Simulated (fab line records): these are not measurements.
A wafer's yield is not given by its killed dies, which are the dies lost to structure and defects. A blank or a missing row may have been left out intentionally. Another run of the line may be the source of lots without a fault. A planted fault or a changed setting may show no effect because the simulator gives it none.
What tool caused it? + flow sky130 + 11 lots, 32 wafers sampled, at 5 steps of a route of 708

## WHAT THE GAUGES READ, wafer by wafer
SKY_NWELL_OVL_MEAS_10.
| lot  | measured     | on         | NWELL_00_OVL (nm) |
|------|--------------|------------|-------------------|
| L195 | day 4 13:46  | overlay-02 | 1.5 -1.0 -1.1     |
| L196 | day 4 19:28  | overlay-01 | 1.2 2.6 2.1       |
| L198 | day 5 07:16  | overlay-01 | 0.4 0.2 -3.0      |
| L199 | day 5 12:19  | overlay-02 | 0.9 2.1 1.5       |
| L200 | day 6 01:27  | overlay-02 | 0.6 -0.3 -0.1     |
| L201 | day 6 01:48  | overlay-01 | -2.6 0.3 -1.5     |
| L207 | day 7 11:22  | overlay-02 | 0.8 -             |
| L214 | day 9 04:16  | overlay-02 | -1.5 0.1 -1.0     |
| L215 | day 9 13:11  | overlay-02 | 1.0 -0.5 0.3      |
| L216 | day 9 18:17  | overlay-02 | -3.7 -1.5 -1.1    |
| L218 | day 10 07:52 | overlay-01 | -0.7 -0.3 0.6     |

SKY_NWELL_TW_MEAS_15.
| lot  | measured     | on           | NWELL_TW        |
|------|--------------|--------------|-----------------|
| L195 | day 4 14:22  | filmMetro-01 | 1845 1865 1851  |
| L196 | day 4 20:04  | filmMetro-03 | 1805 1812 1790  |
| L198 | day 5 07:52  | filmMetro-01 | 1830 1827 1842  |
| L199 | day 5 12:55  | filmMetro-02 | 1817 1829 1827  |
| L200 | day 6 02:02  | filmMetro-01 | 1837 1838 1821  |
| L201 | day 6 02:23  | filmMetro-02 | 1817 1820 1815  |
| L207 | day 7 11:58  | filmMetro-02 | 1822 30 1825 30 |
| L214 | day 9 04:52  | filmMetro-03 | 1827 1821 1828  |
| L215 | day 9 13:46  | filmMetro-01 | 1833 1831 1832  |
| L216 | day 9 18:53  | filmMetro-01 | 1832 1835 1841  |
| L218 | day 10 08:27 | filmMetro-01 | 1827 1827 1837  |

## TOOL THAT RAN EACH LOT (tool first, then ch and the chambers of the sampled wafers, then the start)
| lot  | SKY_PWDE_STRIP_09                  | SKY_NWELL_DEVELOP_09             | SKY_NWELL_STRIP_14                  |
|------|------------------------------------|----------------------------------|-------------------------------------|
| L195 | plasmaAsher-03 ch 0,1, day 3 21:41 | lithoTrack-04 ch 0, day 4 13:00  | plasmaAsher-02 ch 0,1, day 4 14:16  |
| L196 | plasmaAsher-03 ch 0,1, day 4 02:58 | lithoTrack-02 ch 0, day 4 19:00  | plasmaAsher-02 ch 0,1, day 4 19:58  |
| L198 | plasmaAsher-01 ch 0,1, day 4 13:49 | lithoTrack-02 ch 0, day 5 07:00  | plasmaAsher-04 ch 0,1, day 5 07:46  |
| L199 | plasmaAsher-03 ch 0,1, day 4 19:10 | lithoTrack-02 ch 0, day 5 12:00  | plasmaAsher-04 ch 0, day 5 12:48    |
| L200 | plasmaAsher-03 ch 0,1, day 5 06:37 | lithoTrack-04 ch 0, day 6 01:00  | plasmaAsher-02 ch 0,1, day 6 01:56  |
| L201 | plasmaAsher-01 ch 0, day 5 06:47   | lithoTrack-04 ch 0, day 6 01:00  | plasmaAsher-01 ch 1, day 6 02:17    |
| L207 | plasmaAsher-01 ch 0,1, day 6 17:23 | lithoTrack-04 ch 0, day 7 11:00  | plasmaAsher-02 ch 0, day 7 11:52    |
| L214 | plasmaAsher-03 ch 0,1, day 8 09:25 | lithoTrack-02 ch 0, day 9 04:00  | plasmaAsher-02 ch 0,1, day 9 04:45  |
| L215 | plasmaAsher-03 ch 0,1, day 8 17:00 | lithoTrack-03 ch 0, day 9 13:00  | plasmaAsher-02 ch 0,1, day 9 13:40  |
| L216 | plasmaAsher-03 ch 0,1, day 8 21:17 | lithoTrack-02 ch 0, day 9 18:00  | plasmaAsher-04 ch 0,1, day 9 18:47  |
| L218 | plasmaAsher-01 ch 0,1, day 9 09:35 | lithoTrack-02 ch 0, day 10 07:00 | plasmaAsher-02 ch 0,1, day 10 08:21 |
- SKY_PWDE_STRIP_09: strips in O2/N2.
- SKY_NWELL_DEVELOP_09: develop time 60 s.
- SKY_NWELL_STRIP_14: strips in O2/N2.

## WHAT THE TOOLS THEMSELVES READ (means of the sampled wafers that have a number; where no wafer has one, the mark that the record gives instead)
SKY_PWDE_STRIP_09.
| lot  | tool           | drypumpMotorCurrentA (A) | oesProductAu (a.u.) | stripTimeToEndpointS (s) |
|------|----------------|--------------------------|---------------------|--------------------------|
| L195 | plasmaAsher-03 | 6.4                      | 0.724               | 36.81                    |
| L196 | plasmaAsher-03 | 6.2                      | 0.722               | 36.90                    |
| L198 | plasmaAsher-01 | 6.4                      | 0.718               | 37.03                    |
| L199 | plasmaAsher-03 | 6.2                      | 0.721               | 36.67                    |
| L200 | plasmaAsher-03 | 6.4                      | 0.718               | 36.92                    |
| L201 | plasmaAsher-01 | 6.6                      | 0.726               | 37.03                    |
| L207 | plasmaAsher-01 | 6.3                      | 0.722               | 36.82                    |
| L214 | plasmaAsher-03 | 6.4                      | 0.718               | 37.03                    |
| L215 | plasmaAsher-03 | 6.4                      | 0.723               | 37.14                    |
| L216 | plasmaAsher-03 | 6.4                      | 0.721               | 36.80                    |
| L218 | plasmaAsher-01 | 6.2                      | 0.723               | 36.91                    |

SKY_NWELL_DEVELOP_09.
| lot  | tool          | exhaustPa (Pa) |
|------|---------------|----------------|
| L195 | lithoTrack-04 | 44.7           |
| L196 | lithoTrack-02 | 45.6           |
| L198 | lithoTrack-02 | 44.8           |
| L199 | lithoTrack-02 | 45.0           |
| L200 | lithoTrack-04 | 45.0           |
| L201 | lithoTrack-04 | 44.9           |
| L207 | lithoTrack-04 | 44.7           |
| L214 | lithoTrack-02 | 44.2           |
| L215 | lithoTrack-03 | 45.3           |
| L216 | lithoTrack-02 | 46.2           |
| L218 | lithoTrack-02 | 44.3           |

SKY_NWELL_STRIP_14.
| lot  | tool           | drypumpMotorCurrentA (A) | oesProductAu (a.u.) | stripTimeToEndpointS (s) |
|------|----------------|--------------------------|---------------------|--------------------------|
| L195 | plasmaAsher-02 | 5.5                      | 0.722               | 36.86                    |
| L196 | plasmaAsher-02 | 5.5                      | 0.723               | 36.96                    |
| L198 | plasmaAsher-04 | 5.2                      | 0.723               | 37.00                    |
| L199 | plasmaAsher-04 | 5.0                      | 0.722               | 36.88                    |
| L200 | plasmaAsher-02 | 5.5                      | 0.720               | 37.06                    |
| L201 | plasmaAsher-01 | 6.0                      | 0.720               | 36.76                    |
| L207 | plasmaAsher-02 | 5.6                      | 0.722               | 36.82                    |
| L214 | plasmaAsher-02 | 5.5                      | 0.722               | 36.98                    |
| L215 | plasmaAsher-02 | 5.5                      | 0.721               | 36.99                    |
| L216 | plasmaAsher-04 | 5.1                      | 0.721               | 36.80                    |
| L218 | plasmaAsher-02 | 5.5                      | 0.727               | 37.06                    |

## THE ANSWER, worked out from the rows above alone
Rule: the usual values come from the lots themselves. Put in order of their means at a reading, lots are off if they are a third of the lots or fewer, leave a main group of 4 or more, and stand apart from it by a gap of 3 or more times the standard deviation of the main group's means; of several such gaps the widest counts. A main group whose means are all the same, to the digits that the tables above print for the reading, isn't used. Also off: a lot with no number at a reading for which 4 or more lots have one. Where the step has rows for the other lots, those lots are counted as sound. After the gauges, taken in route order, come the tools' own readings; for these a lot's mean is taken, as printed above. The first step at which some lot is off is used, and at that step the reading that is off furthest; a lot without a number counts as furthest.
Off: at SKY_NWELL_TW_MEAS_15 (NWELL_TW), L207. The main group: mean 1829, standard deviation 13.
A tool fits if, at a process step before that reading, it ran every lot that is off, and no sound lot after the first of them. Those tools and the gauges at SKY_NWELL_TW_MEAS_15 are tried in the same way. Can't be told from this: 2 tools fit, lithoTrack-04 at SKY_NWELL_DEVELOP_09, filmMetro-02 at SKY_NWELL_TW_MEAS_15.

## WHAT WAS PUT IN BY THE SIMULATOR
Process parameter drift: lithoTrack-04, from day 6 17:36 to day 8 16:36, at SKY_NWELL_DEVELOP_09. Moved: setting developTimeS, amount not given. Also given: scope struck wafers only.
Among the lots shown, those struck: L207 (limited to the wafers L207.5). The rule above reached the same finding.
